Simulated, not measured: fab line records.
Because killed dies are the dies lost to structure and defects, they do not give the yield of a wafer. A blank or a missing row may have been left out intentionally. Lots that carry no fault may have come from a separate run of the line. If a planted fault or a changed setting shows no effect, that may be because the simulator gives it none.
Code-filled problem report in 8D (eight disciplines) form + flow gf180mcu + the parts of the form that need people (team, actions taken, sign-off) are left out

1. PROBLEM STATEMENT
Mean of chamber pressure Torr at GF_V2_CVD_23: 42.80 Torr across 6 wafers in 2 lots; on wafers with no fault it is 40.02 Torr (standard deviation 0.1). That puts it +28 standard deviations away from the usual mean.
The step: deposits W, target thk 350 nm, time 104.94 s.
The first sign was on wafer L725.1 at day 26 03:11, on cvd w-01. The record holds 39 wafers of 13 lots with a number at this step. Rule for "out", or "out of limits": more than 4 standard deviations from the usual mean. The other wafers with a number count as sound.

2. WHAT IT IS AND WHAT IT IS NOT
| question                    | is                     | is not                                                                                 |
|-----------------------------|------------------------|----------------------------------------------------------------------------------------|
| which readings at this step | chamber pressure Torr  | heater power w                                                                         |
| which lots                  | L725, L727             | L710, L711, L714, L715, L716, L717, L721, L726, L728, L731, L733                       |
| which wafers of those lots  | all that have a number | -                                                                                      |
| read on which tools         | cvd w-01               | cvd w-02                                                                               |
| when                        | from day 26 03:11      | up to then (21 sound wafers); but 12 sound wafers of L726, L728, L731, L733 came after |

3. SUSPECTS, AND WHAT RULES EACH OUT
Counting: any tool at a process step up to the reading is kept as a suspect provided that every lot that is out went through it and no sound lot did after the first of them.
- cvd w-01 at GF_V2_CVD_23 (deposits W, target thk 350 nm, time 104.94 s): kept. It processed each lot that is out, first L725 at day 26 03:11, and no sound lot thereafter; up to then, the last sound lot it processed was L717 at day 23 10:08. Its own readings are out on those wafers: chamber pressure Torr.
The count leaves cvd w-01 at GF_V2_CVD_23.

4. THE CAUSE (what the simulator had put in)
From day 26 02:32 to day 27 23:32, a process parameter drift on cvd w-01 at GF_V2_CVD_23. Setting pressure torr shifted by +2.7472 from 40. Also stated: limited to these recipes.
Counting left only this tool.

5. SEQUENCE OF EFFECTS, ordered by route
Each row: a reading whose mean over the struck wafers that have a number lies more than 3 standard deviations from the usual. Only readings for which the record gives a usual standard deviation are gone through. hours: the time from each lot's start at the first step in this table that gives one to its start at this step, as a median over the lots. sigmas: the change in usual standard deviations.
| hours | step         | reading               | usual      | on struck wafers | change | sigmas |
|-------|--------------|-----------------------|------------|------------------|--------|--------|
| 0     | GF_V2_CVD_23 | chamber pressure Torr | 40.02 Torr | 42.80            | +2.78  | +28    |
Process steps it contains:
- GF_V2_CVD_23: deposits W, target thk 350 nm, time 104.94 s.
Later measuring or inspecting steps at which every struck wafer that the step has a row for has a number for every such reading, and none has moved that far: GF_M3_RS_MEAS_05, GF_V3_BOW_MEAS_05.

6. WHAT WOULD HAVE CAUGHT IT SOONER
In this record the first reading out of limits was taken at day 26 03:11, 1 hour after the fault began at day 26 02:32.
